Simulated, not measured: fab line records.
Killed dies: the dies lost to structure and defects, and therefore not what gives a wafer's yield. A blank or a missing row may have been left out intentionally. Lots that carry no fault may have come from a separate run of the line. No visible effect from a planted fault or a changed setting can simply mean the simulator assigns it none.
Which of the tools did it? / flow sfqLine / 21 wafers from 7 lots sampled at 3 of the route's 325 steps

## WHAT THE GAUGES SHOWED, per wafer
SFQ_M7_RS_MEAS_943: uses a four-point probe to measure.
lot=L190; measured=day 70 19:16; on=filmMetro-04; M7_NB_RS (ohm/sq)=0.437 0.438 0.440
lot=L193; measured=day 71 09:38; on=filmMetro-01; M7_NB_RS (ohm/sq)=0.897 0.897 0.896
lot=L201; measured=day 74 03:14; on=filmMetro-02; M7_NB_RS (ohm/sq)=0.883 0.877 0.886
lot=L203; measured=day 74 11:28; on=filmMetro-01; M7_NB_RS (ohm/sq)=0.900 0.899 0.886
lot=L205; measured=day 75 23:01; on=filmMetro-04; M7_NB_RS (ohm/sq)=0.896 0.888 0.890
lot=L208; measured=day 77 17:05; on=filmMetro-01; M7_NB_RS (ohm/sq)=0.888 0.883 0.893
lot=L211; measured=day 78 02:43; on=filmMetro-01; M7_NB_RS (ohm/sq)=0.889 0.892 0.899

## TOOL THAT RAN EACH LOT (tool first, then ch and the chambers of the sampled wafers, then the start)
lot=L190; SFQ_TRILAYER_M6_ETCH_METAL_ETCH_162=rieMetal-01 ch 0,1, day 65 19:17; SFQ_TRILAYER_M7_DEP_SPUTTER_175=pvdSputter-05, day 70 18:55
lot=L193; SFQ_TRILAYER_M6_ETCH_METAL_ETCH_162=rieMetal-01 ch 0,1, day 66 15:41; SFQ_TRILAYER_M7_DEP_SPUTTER_175=pvdSputter-04, day 71 09:31
lot=L201; SFQ_TRILAYER_M6_ETCH_METAL_ETCH_162=rieMetal-03 ch 0,1, day 70 02:17; SFQ_TRILAYER_M7_DEP_SPUTTER_175=pvdSputter-04, day 74 03:09
lot=L203; SFQ_TRILAYER_M6_ETCH_METAL_ETCH_162=rieMetal-03 ch 0,1, day 70 11:56; SFQ_TRILAYER_M7_DEP_SPUTTER_175=pvdSputter-06, day 74 11:20
lot=L205; SFQ_TRILAYER_M6_ETCH_METAL_ETCH_162=rieMetal-03 ch 0,1, day 71 16:49; SFQ_TRILAYER_M7_DEP_SPUTTER_175=pvdSputter-05, day 75 22:54
lot=L208; SFQ_TRILAYER_M6_ETCH_METAL_ETCH_162=rieMetal-04 ch 0,1, day 73 14:44; SFQ_TRILAYER_M7_DEP_SPUTTER_175=pvdSputter-04, day 77 17:00
lot=L211; SFQ_TRILAYER_M6_ETCH_METAL_ETCH_162=rieMetal-01 ch 1, day 74 00:40; SFQ_TRILAYER_M7_DEP_SPUTTER_175=pvdSputter-05, day 78 02:37
- SFQ_TRILAYER_M6_ETCH_METAL_ETCH_162: etches Nb in Cl2/Ar, stops on SiO2, target depth 240 nm, time 120 s.
- SFQ_TRILAYER_M7_DEP_SPUTTER_175: material Nb, target thk 200 nm, time 133.3 s.

## THE ANSWER, worked out from the rows above alone
Rule: usual is defined by the lots themselves. The widest of any qualifying gaps counts: lots, ordered by their means at a reading, are off when they make up no more than a third of the lots, leave a main group of 4 or more, and stand apart from it by 3 or more times the standard deviation of that group's means. Not used: any main group whose means are identical at the precision the tables above print for the reading. A lot without any number at a reading at which 4 lots or more have one is off too. The other lots that the step has rows for count as sound.
Off: L190, at SFQ_M7_RS_MEAS_943 (M7_NB_RS). Main group: mean 0.891 ohm/sq, sd 0.0049.
A tool fits if, at a process step before that reading, it ran every lot that is off, and no sound lot after the first of them. Those tools and the gauges at SFQ_M7_RS_MEAS_943 are tried in the same way. None of those tried fits.

## WHAT WAS PUT IN BY THE SIMULATOR
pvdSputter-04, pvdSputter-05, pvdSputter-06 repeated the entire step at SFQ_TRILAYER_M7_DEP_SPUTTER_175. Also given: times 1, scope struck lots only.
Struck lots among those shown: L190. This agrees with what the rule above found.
